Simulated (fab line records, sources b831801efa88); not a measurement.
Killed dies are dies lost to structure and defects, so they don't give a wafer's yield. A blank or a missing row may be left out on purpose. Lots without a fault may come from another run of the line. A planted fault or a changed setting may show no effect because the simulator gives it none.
Chamber matching | flow sky130 | SKY_CONTACT_ETCH_16 on rie_diel-03: 4 sister chambers
The step etches BARC in N2/H2, stops on SiO2, time 45.9 s, target depth 60 nm. 8 wafers are shown with their chamber, then 9 later ones without.

WAFERS WITH THEIR CHAMBER
wafer  | chamber | drypump_motor_current_A (A) | oes_product_au (a.u.)
L084.1 | 0       | 5.84                        | 0.853
L084.3 | 3       | 6.00                        | 0.854
L088.2 | 2       | 6.35                        | 0.853
L088.3 | 0       | 5.86                        | 0.861
L088.5 | 1       | 6.21                        | 0.856
L093.1 | 2       | 6.38                        | 0.857
L093.2 | 3       | 6.04                        | 0.851
L093.3 | 1       | 6.20                        | 0.854

WAFERS WITHOUT THEIR CHAMBER
wafer  | drypump_motor_current_A (A) | oes_product_au (a.u.)
L095.1 | 6.37                        | 0.857
L095.2 | 6.20                        | 0.852
L095.4 | 5.84                        | 0.848
L094.2 | 6.21                        | 0.856
L094.4 | 5.84                        | 0.850
L094.6 | 6.01                        | 0.853
L096.1 | 5.85                        | 0.857
L096.4 | 6.36                        | 0.847
L096.5 | 6.00                        | 0.857

WHICH CHAMBER EACH WENT THROUGH
wafer  | from the rows above | in truth
L095.1 | 2                   | 2
L095.2 | 1                   | 1
L095.4 | 0                   | 0
L094.2 | 1                   | 1
L094.4 | 0                   | 0
L094.6 | 3                   | 3
L096.1 | 0                   | 0
L096.4 | 2                   | 2
L096.5 | 3                   | 3
Placed correctly: 9 of 9. Can't be placed from these rows: 0. Placed wrongly: 0.
How it was worked out, from the rows above alone: a wafer's distance from a chamber is the root of the sum, over the readings, of the square of ((its reading less the chamber's mean) divided by the reading's scatter). The wafer belongs to the nearest chamber; if the next one is less than 2 further off, it can't be placed. A chamber's mean is the mean of its shown wafers. The scatter: the root of (the sum of the squares of (reading less its chamber's mean) over the shown wafers, divided by (wafers less chambers)).
